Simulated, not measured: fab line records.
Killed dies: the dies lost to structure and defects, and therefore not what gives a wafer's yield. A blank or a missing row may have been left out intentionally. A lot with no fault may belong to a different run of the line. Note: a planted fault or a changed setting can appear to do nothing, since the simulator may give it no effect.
A struck lot beside a sound one | flow sky130 | 22 out of 708 route steps
Sound: the wafers L416.1, L416.4, L416.6. Struck: wafer L419.4 (left out: L419.1, a lot-mate that was not struck); the cause follows at the end.
For every step that has rows: the tool of each side, followed by ch and its chambers, followed by its first start. Under that, the readings that differ: sound wafers | struck wafers | difference of the means | sigmas: that difference in standard deviations of wafers without a fault.
alike: readings whose means differ by less than 2 such deviations, and words and numbers that are the same on both sides. not compared: withheld readings, readings that some wafer has no value for, bounds like >300 that may hide the same value, and numbers for which the record gives no deviation and whose values overlap.
Wherever a step has rows on one side only, a row that says differs or no value, or a row with sigmas, the two part there. Non-overlapping numbers with no deviation appear without sigmas and do not part them. Lack of a reading on every wafer of one side parts them only where that side has two or more wafers.

first, 5 steps without rows for these wafers: SKY_VT_ADJUST_HVTP_COAT_02 (resist thk 1140 nm); SKY_VT_ADJUST_HVTP_SOFTBAKE_03 (time 60 s); SKY_VT_ADJUST_HVTP_EXPOSE_04 (exposes mask HVTPM, target cd 380 nm); SKY_VT_ADJUST_HVTP_PEB_05; SKY_VT_ADJUST_HVTP_DEVELOP_06 (develop time 60 s).
SKY_VT_ADJUST_HVTP_CD_MEAS_07: the cd target is 380 nm.
  sound on cd sem-02, day 8 00:29; struck on cd sem-01, day 8 22:27
  reading    | sound             | struck | difference | sigmas
  cd nm (nm) | 377.3 376.5 379.7 | 385.2  | +7.4       | +3
SKY_VT_ADJUST_HVTP_OVL_MEAS_08:
  sound on overlay-02, day 8 00:36; struck on overlay-02, day 8 22:34
  alike: VT_ADJUST_HVTP_OVL
after that, 1 step had no rows for these wafers: SKY_VT_ADJUST_HVTP_IMPLANT_09.
SKY_VT_ADJUST_HVTP_STRIP_10: strips in O2/N2.
  sound on plasma asher-03 ch 1, day 8 00:47; struck on plasma asher-03 ch 1, day 8 22:45
  reading               | sound             | struck | difference | sigmas
  oes product au (a.u.) | 0.722 0.722 0.708 | 0.708  | -0.009     | -2
  alike: chamber pressure mTorr, drypump motor current A, strip time to endpoint s
  not compared: rf hours counter h
SKY_VT_ADJUST_HVTP_TW_MEAS_11:
  sound on film metro-02, day 8 00:53; struck on film metro-01, day 8 22:51
  alike: VT_ADJUST_HVTP_TW
then, 2 steps without rows for these wafers: SKY_VT_ADJUST_LVTN_DEHYDRATE_00 (time 60 s); SKY_VT_ADJUST_LVTN_HMDS_01 (prime time 60 s).
SKY_VT_ADJUST_LVTN_COAT_02: resist thk 3000 nm.
  sound on litho track-02 ch 0, day 8 10:52; struck on litho track-02 ch 0, day 9 09:43
  reading                                          | sound          | struck | difference | sigmas
  model.coat_of_VT_ADJUST_LVTN_COAT_02.thk nm (nm) | 3003 3006 3013 | 2603   | -404       |
  alike: exhaust pa
then, 3 steps without rows for these wafers: SKY_VT_ADJUST_LVTN_SOFTBAKE_03; SKY_VT_ADJUST_LVTN_EXPOSE_04 (exposes mask NWM COMPLEMENT LESS NATIVE, target cd 840 nm); SKY_VT_ADJUST_LVTN_PEB_05.
SKY_VT_ADJUST_LVTN_DEVELOP_06: develop time 60 s.
  sound: litho track-03 ch 0; struck: litho track-01 ch 0
  reading                                          | sound          | struck | difference | sigmas
  model.coat_of_VT_ADJUST_LVTN_COAT_02.thk nm (nm) | 2999 3002 3009 | 2599   | -404       |
  alike: exhaust pa
SKY_VT_ADJUST_LVTN_OVL_MEAS_07:
  sound on overlay-02, day 8 21:15; struck on overlay-02, day 9 20:48
  reading                 | sound       | struck | difference | sigmas
  VT_ADJUST_LVTN_OVL (nm) | 0.5 0.3 0.4 | -1.8   | -2.2       | -2
after that, 1 step had no rows for these wafers: SKY_VT_ADJUST_LVTN_IMPLANT_08.
SKY_VT_ADJUST_LVTN_STRIP_09: strips in O2/N2.
  sound on plasma asher-04 ch 1, day 8 21:26; struck on plasma asher-04 ch 1, day 9 20:59
  reading                        | sound                | struck | difference | sigmas
  chamber pressure mTorr (mTorr) | 1498.9 1499.4 1498.4 | 1502.4 | +3.5       | +2
  strip time to endpoint s (s)   | 36.92 37.00 37.07    | 32.35  | -4.65      | -49
  alike: drypump motor current A, oes product au
  not compared: rf hours counter h
SKY_VT_ADJUST_LVTN_TW_MEAS_10:
  sound on film metro-02, day 8 21:32; struck on film metro-03, day 9 21:05
  alike: VT_ADJUST_LVTN_TW
SKY_PAD_OPEN_PROBE_99:
  the record holds rows for the sound wafers here (prober-01, day 47 13:18) but none for the struck ones

## WHERE THEY PART
Last at SKY_PAD_OPEN_PROBE_99 as far as this record goes, first at SKY_VT_ADJUST_HVTP_CD_MEAS_07.

WHY: what had been put in by the simulator
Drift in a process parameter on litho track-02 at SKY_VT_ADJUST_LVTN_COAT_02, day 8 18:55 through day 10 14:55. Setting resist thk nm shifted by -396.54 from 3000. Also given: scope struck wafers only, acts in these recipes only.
